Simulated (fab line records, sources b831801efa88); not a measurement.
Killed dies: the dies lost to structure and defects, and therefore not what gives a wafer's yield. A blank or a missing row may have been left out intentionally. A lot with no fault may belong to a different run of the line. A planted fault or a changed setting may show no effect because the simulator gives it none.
Comparing a struck lot with a sound one | flow sky130 | 19 out of 708 route steps
Sound: wafers L416.1, L416.4, L416.5. Struck: wafer L424.4 (left out: L424.3, L424.5 of the same lot, which were not struck); the cause appears at the end.
For every step that has rows: the tool of each side, followed by ch and its chambers, followed by its first start. Under that, the readings that differ: sound wafers | struck wafers | difference of the means | sigmas: that difference in standard deviations of wafers without a fault.
alike: readings with means less than 2 such deviations apart, plus words and numbers identical on both sides. not compared: withheld readings, readings lacking a value on some wafer, bounds such as >300 that could conceal the same value, and numbers that have no deviation in the record and whose values overlap.
The two part at a step that has a row with sigmas, a row that says differs or no value, or rows on one side only. Numbers that don't overlap but have no deviation are shown without sigmas and don't part them. A reading that every wafer of one side lacks parts them only if that side has two wafers or more.

first, 7 steps without rows for these wafers: SKY_VIA1_ETCH_15 (etches SiO2 in C4F8/O2/Ar, stops on TiN, target depth 351 nm, time 54 s); SKY_VIA1_STRIP_16 (strips in O2/N2); SKY_VIA1_STRIP_17 (strips in post etch residue remover, time 1200 s); SKY_VIA1_CLEAN_18 (cleans in IPA, time 180 s); SKY_VIA1_CLEAN_19 (cleans in O3/DIW); SKY_VIA1_SPUTTER_20 (material TiN, target thk 20 nm, time 80 s); SKY_VIA1_CVD_21 (deposits W, target thk 270 nm, time 80.902 s).
SKY_VIA1_RS_MEAS_22: a four-point-probe measurement.
  sound on film_metro-02, day 34 01:23; struck on film_metro-02, day 37 00:29
  alike: VIA1_W_RS
SKY_VIA1_THK_MEAS_23: measures by xrf.
  sound on film_metro-02, day 34 01:30; struck on film_metro-02, day 37 00:35
  alike: VIA1_W_THK
SKY_VIA1_CMP_24: polishes, stops on SiO2, t overpolish 15 s, target thk 0 nm.
  sound on cmp-01 ch 2,3, day 34 01:37; struck on cmp-02 ch 0, day 37 00:41
  alike: motor_current_A, overpolish_run_s, time_to_endpoint_s
SKY_METAL2_SPUTTER_00: material Ti, target thk 15 nm, time 10 s.
  sound on pvd_sputter-02, day 34 01:52; struck on pvd_sputter-02, day 37 00:56
  alike: throttle_valve_pct
SKY_METAL2_SPUTTER_01: material TiN, target thk 20 nm, time 16.7 s.
  sound on pvd_sputter-02, day 34 01:53; struck on pvd_sputter-02, day 37 00:57
  alike: throttle_valve_pct
SKY_METAL2_SPUTTER_02: material AlCu, target thk 250 nm, time 13.3 s.
  sound on pvd_sputter-02, day 34 01:55; struck on pvd_sputter-02, day 37 00:58
  reading                                     | sound           | struck | difference | sigmas
  model.AlCu_of_METAL2_SPUTTER_02.thk_nm (nm) | 243 245.8 242.1 | 279.9  | +36.3      |
  alike: throttle_valve_pct
SKY_METAL2_SPUTTER_03: material Ti, target thk 5 nm, time 3.3 s.
  sound on pvd_sputter-02, day 34 01:56; struck on pvd_sputter-02, day 37 01:00
  alike: throttle_valve_pct
SKY_METAL2_SPUTTER_04: material TiN, target thk 70 nm, time 58.3 s.
  sound on pvd_sputter-02, day 34 01:57; struck on pvd_sputter-02, day 37 01:01
  alike: throttle_valve_pct
SKY_METAL2_RS_MEAS_05: a four-point-probe measurement.
  sound on film_metro-02, day 34 02:00; struck on film_metro-04, day 37 01:07
  reading                 | sound                | struck | difference | sigmas
  METAL2_ALCU_RS (ohm/sq) | 0.1308 0.1291 0.1311 | 0.1130 | -0.0173    | -8
SKY_METAL2_THK_MEAS_06: measures by xrf.
  sound on film_metro-02, day 34 02:07; struck on film_metro-04, day 37 01:13
  reading              | sound       | struck | difference | sigmas
  METAL2_ALCU_THK (nm) | 243 245 241 | 280    | +37        | +8
then, 1 step without rows for these wafers: SKY_METAL2_DEHYDRATE_07 (time 60 s).
-- the record jumps here: 11 days lie between the struck wafers' starts before and after (it left off in module METAL2 and takes up again in module PAD_OPEN, whose first step shown is number 708 of the route) --
SKY_PAD_OPEN_PROBE_99:
  sound on prober-01, day 45 20:31; struck on prober-01, day 47 23:56
  reading                      | sound                | struck | difference | sigmas
  model.etest.met2.line_ohm_um | 0.91 0.8553 0.8793   | 0.8092 | -0.0723    |
  model.etest.met2.rs_ohm_sq   | 0.1309 0.1295 0.1314 | 0.1147 | -0.0159    |
  alike: defect_limited_yield, killed_at_M0_to_M3, killed_at_M4_up, killed_at_contacts, killed_at_front_end, killed_at_other, killed_dies, killed_open, killed_short, sort_bin_3_pad_short, sort_bin_5_function, sort_bin_6_memory, sort_n_pass, sort_yield_pct

== WHERE THEY PART ==
At SKY_METAL2_RS_MEAS_05 first; at SKY_METAL2_THK_MEAS_06 last (within this record only). Later steps at which nothing parts them and some readings are alike: SKY_PAD_OPEN_PROBE_99.

WHY: what the simulator had put in
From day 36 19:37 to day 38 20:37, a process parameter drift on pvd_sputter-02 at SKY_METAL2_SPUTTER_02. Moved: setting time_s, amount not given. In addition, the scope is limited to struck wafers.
